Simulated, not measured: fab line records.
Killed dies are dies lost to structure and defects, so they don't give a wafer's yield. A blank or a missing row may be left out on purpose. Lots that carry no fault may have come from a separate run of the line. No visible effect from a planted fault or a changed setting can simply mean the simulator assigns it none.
The same fault as seen by 2 desks | flow gf180mcu | each desk has only its own numbers; what lay behind them comes last

== THE METROLOGY DESK ==
What the gauges read for every lot (on any tool): the sampled wafers with a number, averaged. If a lot's mean is further than 4 standard deviations from the usual mean, the lot is out of limits and carries the mark OUT (the distance appears in the brackets).
Columns: A = V5_W_RS at GF_V5_RS_MEAS_24, usual 0.326 ohm/sq; B = V5_W_THK at GF_V5_THK_MEAS_25, usual 358 nm
lot  | first seen here | A               | B
L630 | day 27 02:11    | 0.328           | 358
L631 | day 27 10:55    | 0.327           | 361
L632 | day 27 19:29    | 0.326           | 362
L639 | day 30 01:58    | 0.281 (-12) OUT | 360
L641 | day 30 11:11    | 0.277 (-13) OUT | 363
L645 | day 31 17:06    | 0.334           | 353
L649 | day 32 13:32    | 0.328           | 357
L648 | day 32 14:18    | 0.325           | 356
L651 | day 33 02:22    | 0.321           | 357
L653 | day 33 15:34    | 0.320           | 364
This desk's result: L639, L641 out of limits, first on L639 (V5_W_RS at GF_V5_RS_MEAS_24), day 30 01:58. L630, L631, L632, L645, L649, L648, L651, L653 stayed within limits.

== DESK OF THE TOOL OWNER: cvd-w-02 ==
The tool's own readings at GF_V5_CVD_23 (deposits W, target thk 350 nm, time 104.9 s): means of the sampled wafers that have a number, for each lot that ran on this tool. If a lot's mean is further than 4 standard deviations from the usual mean, the lot is out of limits and carries the mark OUT (the distance appears in the brackets).
Columns: A = heater-power-w at GF_V5_CVD_23, usual 813 W
lot  | first seen here | A
L632 | day 27 19:22    | 804
L639 | day 30 01:51    | 802
L641 | day 30 11:05    | 872
L651 | day 33 02:16    | 791
L653 | day 33 15:27    | 869
This desk's finding: nothing out of limits on any of the 5 lots.

== BROUGHT TOGETHER ==
Metrology desk: alarm possible at day 30 01:58 on L639, L641.
The desk of the tool owner found nothing out of limits.
Tool owner's desk: L639, L641 on record, inside its limits.
Every lot named ran GF_V5_CVD_23 on cvd-w-02.

== WHAT THE SIMULATOR HAD PUT IN ==
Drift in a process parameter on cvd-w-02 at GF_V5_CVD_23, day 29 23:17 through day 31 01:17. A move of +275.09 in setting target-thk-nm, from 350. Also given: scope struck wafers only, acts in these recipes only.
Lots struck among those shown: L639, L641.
Time in hours between the start of the fault and the first out-of-limits reading at each desk: metrology desk, 3.
